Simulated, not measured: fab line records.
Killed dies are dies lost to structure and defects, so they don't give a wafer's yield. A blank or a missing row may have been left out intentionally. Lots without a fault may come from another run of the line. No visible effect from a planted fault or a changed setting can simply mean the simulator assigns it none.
Code-filled problem report in 8D (eight disciplines) form	flow gf180mcu	the parts of the form that need people (team, actions taken, sign-off) are left out

1. PROBLEM STATEMENT
At GF_POLY_GATE_ETCH_13, oes-product-au averages 0.825 a.u. over 2 wafers from 2 lots, while fault-free wafers read 0.994 a.u., standard deviation 0.0063. That is -27 standard deviations from the usual mean.
The step: etches poly-Si in HBr/Cl2, stops on SiO2, target depth 198.5 nm, time 69.6 s.
Seen first at day 11 19:22 on rie-si-01, wafer L986.1. The record holds 18 wafers of 6 lots with a number at this step. Rule for "out", or "out of limits": more than 4 standard deviations from the usual mean. The rest of the wafers with a number are treated as sound.

2. WHAT IT IS; WHAT IT IS NOT
question	is	is not
which readings at this step	oes-product-au	drypump-motor-current-A, throttle-valve-pct
which lots	L986, L987	L978, L981, L988, L999
which wafers of those lots	L986.1, L987.6	L986.3, L986.6, L987.2, L987.5
read on which tools	rie-si-01	rie-si-02
when	from day 11 19:22	up to then (8 sound wafers); but 8 sound wafers of L987, L988, L999 came after

3. WHAT RULES OUT EACH SUSPECT
Counting: any tool at a process step up to the reading remains a suspect provided it ran every lot that is out. Sound lots after the first of them don't rule it out here, since some wafers of a struck lot are sound.
- rie-diel-02 at GF_POLY_GATE_ETCH_12 (etches BARC in N2/H2): kept. It ran every lot that is out, first L986 (day 11 19:19); its last sound lot up to then is L978 (day 9 09:59).
- rie-si-01 at GF_POLY_GATE_ETCH_13 (etches poly-Si in HBr/Cl2, stops on SiO2, target depth 198.5 nm, time 69.6 s): kept. It ran every lot that is out, first L986 (day 11 19:22); its last sound lot up to then is L981 (day 10 10:14). Its own readings are out on those wafers: oes-product-au.
- rie-si-01, GF_POLY_GATE_ETCH_13: wafers that are out in chamber 2, sound lot-mates in chambers 0, 1.
Left after counting: rie-diel-02 at GF_POLY_GATE_ETCH_12, rie-si-01 at GF_POLY_GATE_ETCH_13.

4. THE CAUSE (what the simulator had put in)
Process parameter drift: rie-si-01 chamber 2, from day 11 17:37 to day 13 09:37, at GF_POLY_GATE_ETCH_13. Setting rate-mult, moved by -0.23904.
Of the 2 suspects that counting leaves, this tool is one.

5. THE CHAIN OF EFFECTS, in route order
Each row: a reading where the mean over the struck wafers with a number is more than 3 standard deviations away from the usual. Only readings for which the record gives a usual standard deviation are gone through. hours: the time from each lot's start at the first step in this table that gives one to its start at this step, as a median over the lots. sigmas: the change in usual standard deviations.
hours	step	reading	usual	on struck wafers	change	sigmas
0	GF_POLY_GATE_ETCH_13	oes-product-au	0.994 a.u.	0.825	-0.169	-27
Its process steps:
- GF_POLY_GATE_ETCH_13: etches poly-Si in HBr/Cl2, stops on SiO2, target depth 198.5 nm, time 69.6 s.

6. WHAT WOULD HAVE CAUGHT IT SOONER
In this record no reading fell out of limits until day 11 19:22, 2 hours after the fault had begun at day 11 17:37.
